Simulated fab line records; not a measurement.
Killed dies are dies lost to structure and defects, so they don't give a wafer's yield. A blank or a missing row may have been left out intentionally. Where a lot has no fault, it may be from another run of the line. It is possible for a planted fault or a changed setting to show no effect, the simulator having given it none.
fab line records || flow sfq-line
[record] {"lots": 14, "wafers": 42, "last-day": 94}
route steps=325 shown M6@259
lots that met no fault: taken from a fault-free run of the same line
start-h: hours from the record's first day to the start of the lot's first wafer shown || wait-h: hours from the lot's prior step to this one || " same as the row above || L1.1+2: a row that stands for several wafers || - either no value or no given start || * or withheld: withheld || < > ~ a bound
route shown NAME@n: NAME is a module with steps in the file, n the number in the route of the first one || usual: the fault-free wafers' mean and standard deviation || same: alike in all rows || chamber/n: place in a boat || sites: the reading at each site || _std_site: how widely they spread, as a standard deviation || _edge_site: outer sites' mean less inner sites' || radius-mm: how far each site lies from the wafer's centre || mask NAME#n: copy n || behind: the tool/chamber that last shaped the wafer || hold: why the lot was held/for how many hours/how that ended || device: transistor that didn't switch, given as n, p or np || end of line: tests run on the same wafers once the route is complete || a step without rows: its recipe alone || killed: the dies lost at the first sort to structure and to defects; this is not the yield of the wafer || map: dies across one wafer; x = killed, . = not, _ = none there
set.NAME: setting as actually run; set.NAME@STEP: the setting as run at that earlier step || model.NAME: the simulator's own value behind a step, which no gauge read
steps of the route over a sample of lots; a table a step, a row a wafer
[[steps]]
[step SFQ_TRILAYER_M6_LITHO_PEB_162]
[recipe] {"peb-temp-c": 115, "peb-time-s": 60, "resist": "KrF"}
[usual] {"heater-power-total-W": "79.15/0.059"}
{"lot.wafer": "L403.2", "tool": "litho-track-04", "chamber": 0, "start-h": 1598.66, "wait-h": 0.8, "heater-power-total-W": 79.13}
{"lot.wafer": "L403.3", "tool": "litho-track-04", "chamber": 0, "start-h": 1598.66, "wait-h": 0.8, "heater-power-total-W": 79.12}
{"lot.wafer": "L403.4", "tool": "litho-track-04", "chamber": 0, "start-h": 1598.66, "wait-h": 0.8, "heater-power-total-W": 79.16}
{"lot.wafer": "L404.3", "tool": "litho-track-03", "chamber": 0, "start-h": 1667.21, "wait-h": 0.7, "heater-power-total-W": 79.11}
{"lot.wafer": "L404.4", "tool": "litho-track-03", "chamber": 0, "start-h": 1667.21, "wait-h": 0.7, "heater-power-total-W": 79.21}
{"lot.wafer": "L404.6", "tool": "litho-track-03", "chamber": 0, "start-h": 1667.21, "wait-h": 0.7, "heater-power-total-W": 79.02}
{"lot.wafer": "L405.1", "tool": "litho-track-02", "chamber": 0, "start-h": 1671.96, "wait-h": 1.0, "heater-power-total-W": 79.15}
{"lot.wafer": "L405.4", "tool": "litho-track-02", "chamber": 0, "start-h": 1671.96, "wait-h": 1.0, "heater-power-total-W": 79.15}
{"lot.wafer": "L405.5", "tool": "litho-track-02", "chamber": 0, "start-h": 1671.96, "wait-h": 1.0, "heater-power-total-W": 79.16}
{"lot.wafer": "L406.1", "tool": "litho-track-02", "chamber": 0, "start-h": 1743.80, "wait-h": 1.0, "heater-power-total-W": 79.18}
{"lot.wafer": "L406.4", "tool": "litho-track-02", "chamber": 0, "start-h": 1743.80, "wait-h": 1.0, "heater-power-total-W": 79.18}
{"lot.wafer": "L406.6", "tool": "litho-track-02", "chamber": 0, "start-h": 1743.80, "wait-h": 1.0, "heater-power-total-W": 79.17}
{"lot.wafer": "L407.3", "tool": "litho-track-03", "chamber": 0, "start-h": 1745.05, "wait-h": 0.7, "heater-power-total-W": 79.02}
{"lot.wafer": "L407.4", "tool": "litho-track-03", "chamber": 0, "start-h": 1745.05, "wait-h": 0.7, "heater-power-total-W": 79.13}
{"lot.wafer": "L407.5", "tool": "litho-track-03", "chamber": 0, "start-h": 1745.05, "wait-h": 0.7, "heater-power-total-W": 79.13}
{"lot.wafer": "L408.1", "tool": "litho-track-03", "chamber": 0, "start-h": 1897.97, "wait-h": 1.0, "heater-power-total-W": 79.17}
{"lot.wafer": "L408.3", "tool": "litho-track-03", "chamber": 0, "start-h": 1897.97, "wait-h": 1.0, "heater-power-total-W": 79.20}
{"lot.wafer": "L408.4", "tool": "litho-track-03", "chamber": 0, "start-h": 1897.97, "wait-h": 1.0, "heater-power-total-W": 79.12}
{"lot.wafer": "L410.2", "tool": "litho-track-04", "chamber": 0, "start-h": 1902.80, "wait-h": 0.8, "heater-power-total-W": 79.09}
{"lot.wafer": "L410.4", "tool": "litho-track-04", "chamber": 0, "start-h": 1902.80, "wait-h": 0.8, "heater-power-total-W": 79.07}
{"lot.wafer": "L410.6", "tool": "litho-track-04", "chamber": 0, "start-h": 1902.80, "wait-h": 0.8, "heater-power-total-W": 79.15}
{"lot.wafer": "L411.1", "tool": "litho-track-04", "chamber": 0, "start-h": 1912.37, "wait-h": 1.0, "heater-power-total-W": 79.15}
{"lot.wafer": "L411.4", "tool": "litho-track-04", "chamber": 0, "start-h": 1912.37, "wait-h": 1.0, "heater-power-total-W": 79.14}
{"lot.wafer": "L411.5", "tool": "litho-track-04", "chamber": 0, "start-h": 1912.37, "wait-h": 1.0, "heater-power-total-W": 79.17}
{"lot.wafer": "L412.1", "tool": "litho-track-02", "chamber": 0, "start-h": 1925.40, "wait-h": 1.0, "heater-power-total-W": 79.17}
{"lot.wafer": "L412.5", "tool": "litho-track-02", "chamber": 0, "start-h": 1925.40, "wait-h": 1.0, "heater-power-total-W": 79.25}
{"lot.wafer": "L412.6", "tool": "litho-track-02", "chamber": 0, "start-h": 1925.40, "wait-h": 1.0, "heater-power-total-W": 79.00}
{"lot.wafer": "L413.3", "tool": "litho-track-03", "chamber": 0, "start-h": 1926.65, "wait-h": 0.7, "heater-power-total-W": 79.11}
{"lot.wafer": "L413.4", "tool": "litho-track-03", "chamber": 0, "start-h": 1926.65, "wait-h": 0.7, "heater-power-total-W": 79.17}
{"lot.wafer": "L413.5", "tool": "litho-track-03", "chamber": 0, "start-h": 1926.65, "wait-h": 0.7, "heater-power-total-W": 79.17}
{"lot.wafer": "L414.2", "tool": "litho-track-04", "chamber": 0, "start-h": 1930.22, "wait-h": 0.8, "heater-power-total-W": 79.13}
{"lot.wafer": "L414.4", "tool": "litho-track-04", "chamber": 0, "start-h": 1930.22, "wait-h": 0.8, "heater-power-total-W": 79.06}
{"lot.wafer": "L414.6", "tool": "litho-track-04", "chamber": 0, "start-h": 1930.22, "wait-h": 0.8, "heater-power-total-W": 79.21}
{"lot.wafer": "L415.1", "tool": "litho-track-04", "chamber": 0, "start-h": 1933.80, "wait-h": 1.0, "heater-power-total-W": 82.82}
{"lot.wafer": "L415.2", "tool": "litho-track-04", "chamber": 0, "start-h": 1933.80, "wait-h": 1.0, "heater-power-total-W": 79.15}
{"lot.wafer": "L415.6", "tool": "litho-track-04", "chamber": 0, "start-h": 1933.80, "wait-h": 1.0, "heater-power-total-W": 79.15}
{"lot.wafer": "L421.1", "tool": "litho-track-04", "chamber": 0, "start-h": 1955.20, "wait-h": 1.0, "heater-power-total-W": 82.69}
{"lot.wafer": "L421.5", "tool": "litho-track-04", "chamber": 0, "start-h": 1955.20, "wait-h": 1.0, "heater-power-total-W": 82.78}
{"lot.wafer": "L421.6", "tool": "litho-track-04", "chamber": 0, "start-h": 1955.20, "wait-h": 1.0, "heater-power-total-W": 79.20}
{"lot.wafer": "L424.2", "tool": "litho-track-03", "chamber": 0, "start-h": 1982.95, "wait-h": 0.8, "heater-power-total-W": 79.02}
{"lot.wafer": "L424.3", "tool": "litho-track-03", "chamber": 0, "start-h": 1982.95, "wait-h": 0.8, "heater-power-total-W": 79.14}
{"lot.wafer": "L424.4", "tool": "litho-track-03", "chamber": 0, "start-h": 1982.95, "wait-h": 0.8, "heater-power-total-W": 79.14}
[[key]]
[first-sign] {"step": "SFQ_TRILAYER_M6_LITHO_PEB_162", "reading": "heater-power-total-W", "direction": "up", "sigmas": 61, "usual": 79.15, "struck": 82.76}
effect none on later readings
met-at SFQ_TRILAYER_M6_LITHO_PEB_162
struck-lots L415,L421
struck-wafers L415.1,L421.1,L421.5
onset-between 1930.22 1933.80
[fault] {"kind": "process-parameter-drift", "tool": "litho-track-04", "chamber": "-", "onset-h": 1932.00, "steps": "SFQ_TRILAYER_M6_LITHO_PEB_162", "channel": "peb-time-s", "offset": "*", "shape": "step", "end-h": 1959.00, "scope": "struck-wafers-only", "acts-in": "*", "stated": "*"}
